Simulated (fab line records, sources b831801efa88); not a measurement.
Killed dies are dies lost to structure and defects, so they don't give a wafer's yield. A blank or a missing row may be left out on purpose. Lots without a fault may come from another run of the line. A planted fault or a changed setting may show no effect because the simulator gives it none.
fab line records | flow gf180mcu | part 2 of 2: steps 28 to 37 of 37
record lots=5 wafers=15 last_day=34
route steps=602 shown SAB@268 SALICIDE@278 CONTACT@287
lots that met no fault: from a run of the same line without faults
start_h: hours from the record's first day to the start of the lot's first wafer shown | wait_h: hours since the lot's step before | " the same as in the row above | L1.1+2: a row that stands for several wafers | - no value, or no start given | * or withheld: withheld | < > ~ a bound
route shown NAME@n: a module of which the file shows steps, and the number in the route of the first | usual: mean/standard deviation of fault-free wafers | same: alike in all rows | chamber/n: place in a boat | sites: the reading at each site | _std_site: their standard deviation | _edge_site: outer sites' mean less inner sites' | radius_mm: how far each site lies from the wafer's centre | mask NAME#n: copy n | behind: the tool/chamber that last shaped the wafer | hold: why the lot was held/for how many hours/how that ended | device: the transistor (n, p or np) that didn't switch | end of line: the same wafers' tests at the end of the route | a step without rows: its recipe alone | killed: dies lost to structure and defects at the first sort, not the wafer's yield | map: a wafer's dies, x killed, . not, _ none there
set.NAME: the setting as run; set.NAME@STEP: as run at that earlier step | model.NAME: the simulator's own value behind a step, which no gauge read
lots at some steps of the route; a table a step, a row a wafer
services: from which hour (start_h, from the record's first day; less than 0 if before it) a tool's chamber was out of use, for how many hours, and why
## steps
# step GF_CONTACT_COAT_08
# recipe resist=BARC temp_c=withheld time_s=withheld spin_rpm=withheld resist_thk_nm=withheld
# usual resist_line_temp_C=*
# columns lot.wafer tool chamber start_h wait_h resist_line_temp_C
L075.4 litho_track-01 0 369.27 0.1 *
L075.5 " 0 " " *
L075.6 " 0 " " *
L081.1 litho_track-01 0 426.19 0.1 *
L081.5 " 0 " " *
L081.6 " 0 " " *
L090.1 litho_track-01 0 502.94 0.1 *
L090.3 " 0 " " *
L090.5 " 0 " " *
L093.1 litho_track-04 0 523.24 0.1 *
L093.4 " 0 " " *
L093.6 " 0 " " *
L096.2 litho_track-03 0 549.25 0.1 *
L096.3 " 0 " " *
L096.4 " 0 " " *
# step GF_CONTACT_COAT_09
# recipe resist=KrF spin_rpm=withheld resist_thk_nm=1000
# usual resist_line_temp_C=23.00/0.1
# columns lot.wafer tool chamber start_h wait_h resist_line_temp_C
L075.4 litho_track-01 0 - - 23.09
L075.5 " 0 " " 23.16
L075.6 " 0 " " 23.07
L081.1 litho_track-01 0 - - 23.01
L081.5 " 0 " " 23.03
L081.6 " 0 " " 23.02
L090.1 litho_track-01 0 - - 22.82
L090.3 " 0 " " 22.95
L090.5 " 0 " " 23.01
L093.1 litho_track-04 0 - - 22.87
L093.4 " 0 " " 22.90
L093.6 " 0 " " 22.84
L096.2 litho_track-03 0 - - 22.89
L096.3 " 0 " " 22.92
L096.4 " 0 " " 22.92
# step GF_CONTACT_SOFTBAKE_10
# recipe temp_c=130 time_s=60 resist=KrF
# usual resist_line_temp_C=22.99/0.12
# columns lot.wafer tool chamber start_h wait_h resist_line_temp_C
L075.4 litho_track-01 0 - - 23.08
L075.5 " 0 " " 23.07
L075.6 " 0 " " 22.99
L081.1 litho_track-01 0 - - 22.93
L081.5 " 0 " " 23.03
L081.6 " 0 " " 22.74
L090.1 litho_track-01 0 - - 23.13
L090.3 " 0 " " 23.06
L090.5 " 0 " " 22.99
L093.1 litho_track-04 0 - - 23.15
L093.4 " 0 " " 23.17
L093.6 " 0 " " 23.23
L096.2 litho_track-03 0 - - 22.97
L096.3 " 0 " " 23.10
L096.4 " 0 " " 23.04
# step GF_CONTACT_EXPOSE_11
# recipe mask_id=Contact target_cd_nm=220 na=0.68 source_shape=conventional sigma_outer=0.6 dose_mj=38
# columns lot.wafer tool chamber start_h wait_h mask
L075.4+5+6 krf_scanner-01 0 - - Contact#0
L081.1+5+6 krf_scanner-01 0 - - Contact#0
L090.1+3+5 krf_scanner-01 0 - - Contact#0
L093.1+4+6 krf_scanner-02 0 - - Contact#0
L096.2+3+4 krf_scanner-02 0 - - Contact#0
# step GF_CONTACT_PEB_12
# recipe peb_temp_c=135 peb_time_s=90 resist=KrF
# usual resist_line_temp_C=23.02/0.12
# columns lot.wafer tool chamber start_h wait_h resist_line_temp_C
L075.4 litho_track-04 0 - - 23.01
L075.5 " 0 " " 22.93
L075.6 " 0 " " 23.06
L081.1 litho_track-01 0 - - 23.00
L081.5 " 0 " " 22.95
L081.6 " 0 " " 23.11
L090.1 litho_track-03 0 - - 22.88
L090.3 " 0 " " 23.02
L090.5 " 0 " " 23.03
L093.1 litho_track-04 0 - - 23.05
L093.4 " 0 " " 23.02
L093.6 " 0 " " 23.04
L096.2 litho_track-03 0 - - 23.02
L096.3 " 0 " " 22.85
L096.4 " 0 " " 22.99
# step GF_CONTACT_DEVELOP_13
# recipe develop_time_s=60 resist=KrF dev_temp_c=21
# usual resist_line_temp_C=22.97/0.1
# columns lot.wafer tool chamber start_h wait_h resist_line_temp_C
L075.4 litho_track-04 0 380.81 0.1 22.85
L075.5 " 0 " " 23.04
L075.6 " 0 " " 23.04
L081.1 litho_track-01 0 438.34 0.2 22.81
L081.5 " 0 " " 23.00
L081.6 " 0 " " 22.83
L090.1 litho_track-03 0 514.83 0.2 23.18
L090.3 " 0 " " 23.15
L090.5 " 0 " " 22.92
L093.1 litho_track-04 0 534.94 0.2 22.95
L093.4 " 0 " " 22.94
L093.6 " 0 " " 22.91
L096.2 litho_track-03 0 560.45 0.2 22.87
L096.3 " 0 " " 23.09
L096.4 " 0 " " 22.96
# step GF_CONTACT_CD_MEAS_14
# recipe target_cd_nm=220
# usual cd_nm=219.9/1.2
# columns lot.wafer tool chamber start_h wait_h cd_nm
L075.4 cd_sem-02 - 380.95 0.1 220.8
L075.5 " - " " 220.3
L075.6 " - " " 221.4
L081.1 cd_sem-01 - 438.49 0.1 218.3
L081.5 " - " " 218.8
L081.6 " - " " 218.4
L090.1 cd_sem-01 - 514.98 0.1 220.1
L090.3 " - " " 218.9
L090.5 " - " " 218.6
L093.1 cd_sem-02 - 535.09 0.1 220.1
L093.4 " - " " 219.7
L093.6 " - " " 221.1
L096.2 cd_sem-02 - 560.60 0.1 218.6
L096.3 " - " " 218.9
L096.4 " - " " 219.7
# step GF_CONTACT_OVL_MEAS_15
# usual CONTACT_OVL=3/5.3
# columns lot.wafer tool chamber start_h wait_h CONTACT_OVL[nm]
L075.4 overlay-02 - 381.03 0.1 1
L075.5 " - " " 1
L075.6 " - " " 4
L081.1 overlay-01 - 438.61 0.1 0
L081.5 " - " " -1
L081.6 " - " " -5
L090.1 overlay-01 - 515.12 0.1 9
L090.3 " - " " 11
L090.5 " - " " -1
L093.1 overlay-01 - 535.21 0.1 12
L093.4 " - " " 9
L093.6 " - " " 4
L096.2 overlay-02 - 560.70 0.1 6
L096.3 " - " " 7
L096.4 " - " " 9
# step GF_CONTACT_ETCH_16
# recipe chemistry=N2/H2 target_depth_a=withheld overetch_a=withheld time_s=withheld target=BARC ion_energy_ev=200 source_w=500 bias_w=100 pressure_mtorr=30 n2_flow_sccm=100 h2_flow_sccm=200
# usual drypump_motor_current_A=5.6/0.33 oes_product_au=0.854/0.0048 throttle_valve_pct=13.226/0.0089
# columns lot.wafer tool chamber start_h wait_h drypump_motor_current_A oes_product_au throttle_valve_pct
L075.4 rie_diel-01 3 381.04 0.0 5.8 0.854 13.236
L075.5 " 2 " " 5.7 0.854 13.231
L075.6 " 1 " " 6.0 0.849 13.225
L081.1 rie_diel-01 0 438.65 0.0 6.0 0.853 13.225
L081.5 " 0 " " 6.0 0.855 13.219
L081.6 " 1 " " 6.0 0.856 13.227
L090.1 rie_diel-02 0 515.16 0.0 5.5 0.857 13.242
L090.3 " 2 " " 5.9 0.852 13.209
L090.5 " 3 " " 5.9 0.858 13.222
L093.1 rie_diel-02 2 535.24 0.0 5.9 0.858 13.246
L093.4 " 1 " " 5.4 0.851 13.216
L093.6 " 0 " " 5.4 0.864 13.217
L096.2 rie_diel-03 2 560.73 0.0 5.6 0.856 13.218
L096.3 " 1 " " 5.0 0.854 13.231
L096.4 " 0 " " 5.3 0.862 13.223
# step GF_CONTACT_ETCH_17
# recipe chemistry=C4F8/O2/Ar mask_material=KrF target=SiO2 stop_on=CoSi2 source_w=1500 bias_w=1200 pressure_mtorr=40 c4f8_flow_sccm=withheld O2_flow_sccm=6 Ar_flow_sccm=300 time_s=withheld target_depth_a=8600
# usual oes_product_au=0.814/0.0048
# columns lot.wafer tool chamber start_h wait_h oes_product_au
L075.4 rie_diel-01 3 - - 0.819
L075.5 " 2 " " 0.824
L075.6 " 1 " " 0.813
L081.1 rie_diel-01 0 - - 0.814
L081.5 " 0 " " 0.819
L081.6 " 1 " " 0.820
L090.1 rie_diel-02 0 - - 0.814
L090.3 " 2 " " 0.811
L090.5 " 3 " " 0.816
L093.1 rie_diel-02 2 - - 0.821
L093.4 " 1 " " 0.814
L093.6 " 0 " " 0.808
L096.2 rie_diel-03 2 - - 0.809
L096.3 " 1 " " 0.820
L096.4 " 0 " " 0.813
## services
# columns tool chamber start_h hours kind
rie_diel-02 2 326.33 11.1 repair
pecvd-04 2 330.82 8.6 repair
cmp-01 - 334.48 2.2 repair
cmp-01 - 339.36 8.5 pm
krf_scanner-01 - 349.69 0.8 pm
pecvd-04 - 356.07 6.0 pm
krf_scanner-01 - 387.44 4.4 pm
cmp-01 - 387.91 0.2 repair
cmp-01 - 390.69 0.2 repair
iline_stepper-02 - 395.89 1.7 pm
rie_diel-01 0 407.35 4.6 repair
cmp-01 - 410.32 4.0 pm
hdpcvd-02 2 421.11 9.7 repair
pecvd-04 - 422.48 1.2 repair
krf_scanner-01 - 447.07 0.5 repair
hdpcvd-02 - 469.23 1.8 repair
cmp-01 - 493.28 4.9 pm
hdpcvd-02 - 500.06 1.8 repair
rtp_anneal-01 - 519.94 7.9 pm
pvd_sputter-03 - 527.32 0.7 repair
rie_diel-01 2 529.49 6.1 repair
hdpcvd-02 - 530.25 0.8 pm
hdpcvd-02 - 539.25 15.0 pm
rie_diel-01 2 551.60 5.1 repair
